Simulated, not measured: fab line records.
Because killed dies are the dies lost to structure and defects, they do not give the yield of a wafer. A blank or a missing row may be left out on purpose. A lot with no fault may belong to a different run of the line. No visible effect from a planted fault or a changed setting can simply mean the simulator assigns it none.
Chamber matching :: flow sky130 :: 4 sister chambers for SKY_CONTACT_CMP_27 on cmp-01
The step polishes, stops on SiO2, t overpolish 15 s, target thk 0 nm. 4 wafers are shown with their chamber, then 7 later ones without.

== WAFERS, EACH WITH ITS CHAMBER ==
wafer: L316.6
chamber: 1
motor-current-A (A): 10.8

wafer: L317.4
chamber: 0
motor-current-A (A): 12.7

wafer: L318.2
chamber: 2
motor-current-A (A): 11.9

wafer: L318.4
chamber: 3
motor-current-A (A): 8.7

== WAFERS WHOSE CHAMBER IS MISSING ==
wafer: L318.6
motor-current-A (A): 8.7

wafer: L320.1
motor-current-A (A): 8.8

wafer: L320.2
motor-current-A (A): 10.4

wafer: L320.6
motor-current-A (A): 8.9

wafer: L323.1
motor-current-A (A): 10.6

wafer: L323.5
motor-current-A (A): 12.1

wafer: L323.6
motor-current-A (A): 10.1

== WHICH CHAMBER EACH WENT THROUGH ==
wafer: L318.6
from the rows above: 3
in truth: 3

wafer: L320.1
from the rows above: 3
in truth: 3

wafer: L320.2
from the rows above: 1
in truth: 1

wafer: L320.6
from the rows above: 3
in truth: 3

wafer: L323.1
from the rows above: 1
in truth: 1

wafer: L323.5
from the rows above: can't be placed: 2 or 0
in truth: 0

wafer: L323.6
from the rows above: 1
in truth: 1
6 of 7 placed correctly. Cannot be placed on the basis of these rows: 1; the candidates contain the true chamber in 1. Placed wrongly: 0.
How it was worked out, from the rows above alone: a wafer's distance from a chamber is the root of the sum, over the readings, of the square of ((its reading less the chamber's mean) divided by the reading's scatter). If the next closest chamber is less than 2 further off than the closest, the wafer can't be placed; otherwise it belongs to the closest. Each chamber's mean is taken over the wafers shown for it. The scatter: root of mean squared gap, hidden wafer to nearest shown wafer, with one shown wafer a chamber.
